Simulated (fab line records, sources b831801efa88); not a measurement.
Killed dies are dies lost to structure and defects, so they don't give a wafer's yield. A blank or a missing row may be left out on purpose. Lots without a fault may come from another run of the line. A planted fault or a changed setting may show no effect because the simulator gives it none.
Chamber matching | flow sky130 | SKY_FIELD_ISO_CMP_27 on cmp-01: 4 sister chambers
The step polishes, stops on Si3N4, t overpolish 16 s, target thk 457.8 nm. 7 wafers are shown with their chamber, then 7 later ones without.

WAFERS WITH THEIR CHAMBER
wafer  | chamber | motor_current_A (A) | edge_zone_pressure_frac
L584.1 | 1       | 12.6                | 1.012
L593.5 | 0       | 10.3                | 1.001
L594.1 | 3       | 14.0                | 1.002
L594.3 | 0       | 10.5                | 1.000
L594.5 | 2       | 10.5                | 1.005
L596.1 | 3       | 13.6                | 0.997
L596.2 | 2       | 11.1                | 1.005

WAFERS WITHOUT THEIR CHAMBER
wafer  | motor_current_A (A) | edge_zone_pressure_frac
L596.6 | 13.6                | 0.997
L600.4 | 13.0                | 0.999
L600.5 | 11.0                | 1.002
L600.6 | 13.2                | 0.999
L604.1 | 13.4                | 0.996
L604.2 | 10.7                | 1.002
L604.6 | 14.2                | 1.002

WHICH CHAMBER EACH WENT THROUGH
wafer  | from the rows above     | in truth
L596.6 | 3                       | 3
L600.4 | 3                       | 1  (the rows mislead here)
L600.5 | can't be placed: 2 or 0 | 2
L600.6 | 3                       | 3
L604.1 | 3                       | 3
L604.2 | can't be placed: 0 or 2 | 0
L604.6 | 3                       | 3
Placed correctly: 4 of 7. Can't be placed from these rows: 2 (the true chamber is among the candidates in 2). Placed wrongly: 1.
How it was worked out, from the rows above alone: a wafer's distance from a chamber is the root of the sum, over the readings, of the square of ((its reading less the chamber's mean) divided by the reading's scatter). The wafer belongs to the nearest chamber; if the next one is less than 2 further off, it can't be placed. A chamber's mean is the mean of its shown wafers. The scatter: the root of (the sum of the squares of (reading less its chamber's mean) over the shown wafers, divided by (wafers less chambers)).
